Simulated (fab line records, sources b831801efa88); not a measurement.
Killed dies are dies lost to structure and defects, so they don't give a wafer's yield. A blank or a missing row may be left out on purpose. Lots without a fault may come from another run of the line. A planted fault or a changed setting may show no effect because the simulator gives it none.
fab line records | flow gf180mcu
record lots=13 wafers=39 last_day=34
route steps=602 shown STI@14 NWELL@46 DUAL_GATE@144 HV_LDD@207
lots that met no fault: from a run of the same line without faults
start_h: hours from the record's first day to the start of the lot's first wafer shown | wait_h: hours since the lot's step before | " the same as in the row above | L1.1+2: a row that stands for several wafers | - no value, or no start given | * or withheld: withheld | < > ~ a bound
route shown NAME@n: a module of which the file shows steps, and the number in the route of the first | usual: mean/standard deviation of fault-free wafers | same: alike in all rows | chamber/n: place in a boat | sites: the reading at each site | _std_site: their standard deviation | _edge_site: outer sites' mean less inner sites' | radius_mm: how far each site lies from the wafer's centre | mask NAME#n: copy n | behind: the tool/chamber that last shaped the wafer | hold: why the lot was held/for how many hours/how that ended | device: the transistor (n, p or np) that didn't switch | end of line: the same wafers' tests at the end of the route | a step without rows: its recipe alone | killed: dies lost to structure and defects at the first sort, not the wafer's yield | map: a wafer's dies, x killed, . not, _ none there
set.NAME: the setting as run; set.NAME@STEP: as run at that earlier step | model.NAME: the simulator's own value behind a step, which no gauge read
steps of the route over a sample of lots; a table a step, a row a wafer
services: from which hour (start_h, from the record's first day; less than 0 if before it) a tool's chamber was out of use, for how many hours, and why
## steps
# step GF_STI_ETCH_13
# recipe chemistry=CHF3/O2 stop_on=Si over_etch_frac=0.3 target_depth_a=2823.1 source_w=600 bias_w=200 pressure_mtorr=40 chf3_flow_sccm=50 O2_flow_sccm=5 time_s=112.9
# usual drypump_motor_current_A=5.9/0.36 oes_product_au=0.833/0.0059 throttle_valve_pct=8.812/0.0089
# same time_s=112.9
# columns lot.wafer tool chamber start_h wait_h drypump_motor_current_A oes_product_au rf_hours_counter_h throttle_valve_pct
L122.4 rie_diel-02 3 32.04 0.0 6.2 0.837 74 8.799
L122.5 " 2 " " 5.5 0.841 - 8.810
L122.6 " 1 " " 6.3 0.833 - 8.796
L123.1 rie_diel-02 1 38.44 0.1 6.3 0.826 1 8.806
L123.2 " 0 " " 5.7 0.825 14 8.817
L123.4 " 2 " " 5.5 0.830 3 8.823
L124.1 rie_diel-03 0 40.39 0.1 5.6 0.830 0 8.811
L124.2 " 2 " " 6.4 0.830 160 8.815
L124.3 " 3 " " 5.7 0.825 89 8.809
L125.2 rie_diel-03 1 47.96 0.1 5.8 0.828 160 8.811
L125.4 " 0 " " 5.6 0.835 1 8.805
L125.5 " 3 " " 5.7 0.834 - 8.820
L127.1 rie_diel-03 1 55.79 0.1 5.9 0.828 160 8.805
L127.4 " 2 " " 6.5 0.830 161 8.822
L127.5 " 2 " " 6.5 0.828 - 8.801
L128.1 rie_diel-02 2 60.93 0.1 5.5 0.829 4 8.817
L128.3 " 0 " " 5.7 0.825 14 8.826
L128.4 " 3 " " 6.2 0.830 75 8.803
L129.2 rie_diel-02 3 66.11 0.1 6.2 0.825 75 8.807
L129.5 " 1 " " 6.3 0.816 - 8.808
L129.6 " 0 " " 5.7 0.824 - 8.801
L130.1 rie_diel-03 1 71.06 0.1 5.9 0.832 160 8.818
L130.2 " 3 " " 5.7 0.829 90 8.824
L130.3 " 0 " " 5.7 0.839 1 8.792
L131.1 rie_diel-03 0 76.31 0.1 5.6 0.840 1 8.815
L131.2 " 2 " " 6.5 0.836 161 8.796
L131.6 " 0 " " 5.6 0.847 - 8.815
L133.3 rie_diel-03 1 88.73 0.1 5.9 0.830 160 8.799
L133.5 " 2 " " 6.5 0.832 - 8.802
L133.6 " 1 " " 5.9 0.834 - 8.820
L135.1 rie_diel-01 2 100.58 0.1 5.4 0.835 160 8.822
L135.4 " 0 " " 5.8 0.837 56 8.830
L135.6 " 2 " " 5.4 0.830 - 8.829
L138.3 rie_diel-02 2 115.01 0.1 5.5 0.838 6 8.815
L138.4 " 3 " " 6.2 0.836 75 8.821
L138.6 " 0 " " 5.7 0.832 - 8.788
L143.3 rie_diel-02 1 139.78 0.1 6.3 0.840 4 8.802
L143.4 " 0 " " 5.7 0.835 17 8.804
L143.5 " 2 " " 5.5 0.837 - 8.818
# step GF_NWELL_EXPOSE_04
# recipe mask_id=Nwell target_cd_nm=860 na=0.6 source_shape=conventional sigma_outer=0.6 dose_mj=260
# columns lot.wafer tool chamber start_h wait_h mask
L122.4+5+6 iline_stepper-02 0 58.89 - Nwell#0
L123.1+2+4 iline_stepper-02 0 60.17 - Nwell#0
L124.1+2+3 iline_stepper-02 0 62.97 - Nwell#0
L125.2+4+5 iline_stepper-01 0 77.27 - Nwell#0
L127.1+4+5 iline_stepper-01 0 84.82 - Nwell#0
L128.1+3+4 iline_stepper-01 0 90.61 - Nwell#0
L129.2+5+6 iline_stepper-01 0 98.57 - Nwell#0
L130.1+2+3 iline_stepper-01 0 103.02 - Nwell#0
L131.1+2+6 iline_stepper-01 0 107.17 - Nwell#0
L133.3+5+6 iline_stepper-01 0 116.25 - Nwell_R1#0
L135.1+4+6 iline_stepper-01 0 130.05 - Nwell#0
L138.3+4+6 iline_stepper-02 0 143.64 - Nwell#0
L143.3+4+5 iline_stepper-01 0 168.89 - Nwell#0
# step GF_DUAL_GATE_THK_MEAS_03
# recipe reads=SiO2_of_DUAL_GATE_OXIDATION_02
# usual DUAL_GATE_OXIDATION_00_THK=10.98/0.28
# columns lot.wafer tool chamber start_h wait_h DUAL_GATE_OXIDATION_00_THK[nm]
L122.4 film_metro-02 - 172.38 0.0 10.95
L122.5 " - " " 10.92
L122.6 " - " " 10.93
L123.1 film_metro-03 - 174.10 0.0 10.80
L123.2 " - " " 11.02
L123.4 " - " " 10.80
L124.1 film_metro-02 - 175.55 0.0 10.82
L124.2 " - " " 10.64
L124.3 " - " " 10.91
L125.2 film_metro-02 - 194.98 0.0 10.89
L125.4 " - " " 10.87
L125.5 " - " " 10.97
L127.1 film_metro-01 - 203.59 0.0 10.91
L127.4 " - " " 10.85
L127.5 " - " " 10.97
L128.1 film_metro-02 - 213.37 0.0 11.11
L128.3 " - " " 11.44
L128.4 " - " " 11.43
L129.2 film_metro-01 - 224.69 0.0 11.09
L129.5 " - " " 11.22
L129.6 " - " " 11.37
L130.1 film_metro-03 - 230.20 0.0 11.12
L130.2 " - " " 11.11
L130.3 " - " " 11.09
L131.1 film_metro-03 - 236.36 0.0 11.08
L131.2 " - " " 11.01
L131.6 " - " " 11.11
L133.3 film_metro-02 - 242.73 0.0 11.50
L133.5 " - " " 11.47
L133.6 " - " " 11.53
L135.1 film_metro-01 - 264.44 0.0 11.13
L135.4 " - " " 10.82
L135.6 " - " " 10.98
L138.3 film_metro-03 - 275.99 0.0 10.59
L138.4 " - " " 10.75
L138.6 " - " " 10.55
L143.3 film_metro-03 - 305.69 0.0 11.15
L143.4 " - " " 11.37
L143.5 " - " " 11.44
# step GF_HV_LDD_CD_MEAS_31
# recipe target_cd_nm=400
# usual cd_nm=399.7/2.4
# columns lot.wafer tool chamber start_h wait_h cd_nm
L122.4 cd_sem-01 - 263.66 0.1 399.1
L122.5 " - " " 400.5
L122.6 " - " " 396.3
L123.1 cd_sem-01 - 269.11 0.1 401.0
L123.2 " - " " 398.2
L123.4 " - " " 400.7
L124.1 cd_sem-02 - 269.74 0.1 400.0
L124.2 " - " " 400.8
L124.3 " - " " 401.2
L125.2 cd_sem-02 - 294.12 0.1 397.2
L125.4 " - " " 397.2
L125.5 " - " " 396.9
L127.1 cd_sem-01 - 308.50 0.1 398.4
L127.4 " - " " 399.8
L127.5 " - " " 400.7
L128.1 cd_sem-01 - 321.16 0.1 396.3
L128.3 " - " " 398.2
L128.4 " - " " 398.0
L129.2 cd_sem-02 - 328.37 0.1 398.4
L129.5 " - " " 398.0
L129.6 " - " " 396.8
L130.1 cd_sem-02 - 333.54 0.1 398.3
L130.2 " - " " 400.1
L130.3 " - " " 400.9
L131.1 cd_sem-02 - 340.79 0.1 400.1
L131.2 " - " " 402.7
L131.6 " - " " 399.7
L133.3 cd_sem-02 - 355.21 0.1 399.6
L133.5 " - " " 397.9
L133.6 " - " " 400.8
L135.1 cd_sem-01 - 374.10 0.1 404.8
L135.4 " - " " 402.3
L135.6 " - " " 401.2
L138.3 cd_sem-02 - 387.34 0.1 397.5
L138.4 " - " " 399.5
L138.6 " - " " 399.8
L143.3 cd_sem-02 - 422.40 0.1 399.4
L143.4 " - " " 399.8
L143.5 " - " " 399.3
## services
# columns tool chamber start_h hours kind
rie_diel-02 - 13.54 0.9 repair
iline_stepper-01 - 16.13 1.7 pm
iline_stepper-02 - 16.58 2.9 repair
rie_diel-03 0 17.09 - clean
rie_diel-03 0 17.09 9.9 scheduled_down
rie_diel-03 0 17.09 9.9 vent_cycle
iline_stepper-02 - 29.81 8.9 pm
iline_stepper-02 - 38.70 1.7 pm
rie_diel-02 - 63.64 0.2 repair
rie_diel-02 3 71.79 40.7 repair
rie_diel-02 0 103.92 3.0 repair
rie_diel-01 2 115.90 39.6 repair
iline_stepper-02 - 118.34 4.4 pm
rie_diel-03 2 120.70 - clean
rie_diel-03 2 120.70 11.5 scheduled_down
rie_diel-03 2 120.70 11.5 vent_cycle
rie_diel-03 1 132.19 - clean
rie_diel-03 1 132.19 24.6 scheduled_down
rie_diel-03 1 132.19 24.6 vent_cycle
rie_diel-01 3 155.48 - clean
rie_diel-01 3 155.48 19.6 scheduled_down
rie_diel-01 3 155.48 19.6 vent_cycle
rie_diel-02 1 162.24 4.2 repair
## key
first_sign step=GF_NWELL_EXPOSE_04 reading=mask direction=changed
effect none on later readings
met_at GF_NWELL_EXPOSE_04
struck_lots L133
sort_left_out L133.3,L133.5,L133.6
tester_left_out L133
not_acting_at GF_STI_ETCH_13,GF_DUAL_GATE_THK_MEAS_03,GF_HV_LDD_CD_MEAS_31
onset_between 107.17 116.25
fault kind=wrong_mask tool=any chamber=- onset_h=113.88 steps=GF_NWELL_EXPOSE_04 aux_copy=Nwell_R1#0 cd_offset_nm=129 scope=struck_lots_only
# tester_left_out: of these lots the tester's yield and bins aren't shown, on N5 and GAA mostly nor the transistor test; their killed dies are dies lost to structure and defects alone, not to doping, threshold or leakage, so they don't give the yield
# sort_left_out: the simulated sort isn't trusted on such a fault, so these wafers' sort isn't shown, and their yield isn't known
